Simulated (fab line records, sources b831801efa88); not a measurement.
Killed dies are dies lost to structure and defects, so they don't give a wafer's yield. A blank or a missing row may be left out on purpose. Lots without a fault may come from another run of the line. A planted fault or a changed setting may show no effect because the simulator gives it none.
One fault seen from 2 desks | flow sky130 | each desk has only its own numbers; what lay behind them comes last

THE METROLOGY DESK
What the gauges read, lot by lot, whatever tool the lot ran on: means of the sampled wafers that have a number. A lot is out of limits, marked OUT, if its mean lies more than 4 standard deviations from the usual mean; the brackets give that distance.
Columns: A = SPACER_CVD_00_THK at SKY_SPACER_THK_MEAS_01, usual 43.4 nm; B = VIA1_W_THK at SKY_VIA1_THK_MEAS_23, usual 271 nm
lot  | first seen here | A              | B
L195 | day 22 20:26    | 43.5           | 271
L196 | day 23 09:16    | 43.4           | 274
L197 | day 23 14:35    | 43.1           | 276
L200 | day 24 15:58    | 42.9           | 273
L201 | day 25 04:39    | 43.6           | 276
L204 | day 26 04:08    | 43.1           | 264
L203 | day 26 05:41    | 43.8           | 269
L206 | day 26 17:34    | 43.9           | 273
L213 | day 29 05:32    | 35.4 (-18) OUT | 272
L214 | day 29 19:40    | 35.0 (-19) OUT | 270
This desk's finding: out of limits on L213, L214; first on L213, day 29 05:32 (SPACER_CVD_00_THK at SKY_SPACER_THK_MEAS_01). In limits: L195, L196, L197, L200, L201, L204, L203, L206.

THE TOOL OWNER'S DESK: lpcvd-02
The tool's own readings at SKY_SPACER_CVD_00 (deposits Si3N4 from DCS/NH3, target thk 43.1 nm, time 740 s): means of the sampled wafers that have a number, for each lot that ran on this tool. A lot is out of limits, marked OUT, if its mean lies more than 4 standard deviations from the usual mean; the brackets give that distance.
Columns: A = pressure_mtorr at SKY_SPACER_CVD_00, usual 250.1 mTorr; B = spike_tc_upper_C at SKY_SPACER_CVD_00, usual 767.8 C; C = zone_power_bottom_pct at SKY_SPACER_CVD_00, usual 20.9 %; D = zone_power_lower_pct at SKY_SPACER_CVD_00, usual 13.9 %
lot  | first seen here | A                       | B     | C    | D
L195 | day 22 19:14    | 250.4                   | 769.1 | 20.4 | 12.4
L196 | day 23 08:02    | 249.9                   | 766.4 | 21.7 | 15.4
L197 | day 23 13:23    | 249.4                   | 769.5 | 20.4 | 12.2
L200 | day 24 14:46    | 250.6                   | 768.9 | 20.1 | 12.4
L201 | day 25 03:26    | 250.8                   | 768.7 | 20.4 | 12.1
L204 | day 26 02:56    | 249.7                   | 768.6 | 20.4 | 12.3
L203 | day 26 04:29    | 250.2                   | 769.2 | 20.3 | 12.3
L206 | day 26 16:21    | 250.4                   | 766.8 | 21.4 | 15.5
L213 | day 29 03:42    | 125.1 (-99 or more) OUT | 765.5 | 21.6 | 15.4
L214 | day 29 18:28    | 124.9 (-99 or more) OUT | 766.7 | 21.6 | 15.4
This desk's finding: out of limits on L213, L214; first on L213, day 29 03:42 (pressure_mtorr at SKY_SPACER_CVD_00). In limits: L195, L196, L197, L200, L201, L204, L203, L206.

PUT TOGETHER
The tool owner's desk could have raised an alarm at day 29 03:42, on L213, L214.
The metrology desk could have raised an alarm at day 29 05:32, on L213, L214.
Of the lots named, all ran SKY_SPACER_CVD_00 on lpcvd-02.

WHAT THE SIMULATOR HAD PUT IN
Process parameter drift: lpcvd-02, from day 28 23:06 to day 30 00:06, at SKY_SPACER_CVD_00. Setting pressure_mtorr, moved by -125, from 250. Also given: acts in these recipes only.
Lots struck among those shown: L213, L214.
Hours from the fault's start to each desk's first reading out of limits: the tool owner's desk, 5; the metrology desk, 6.
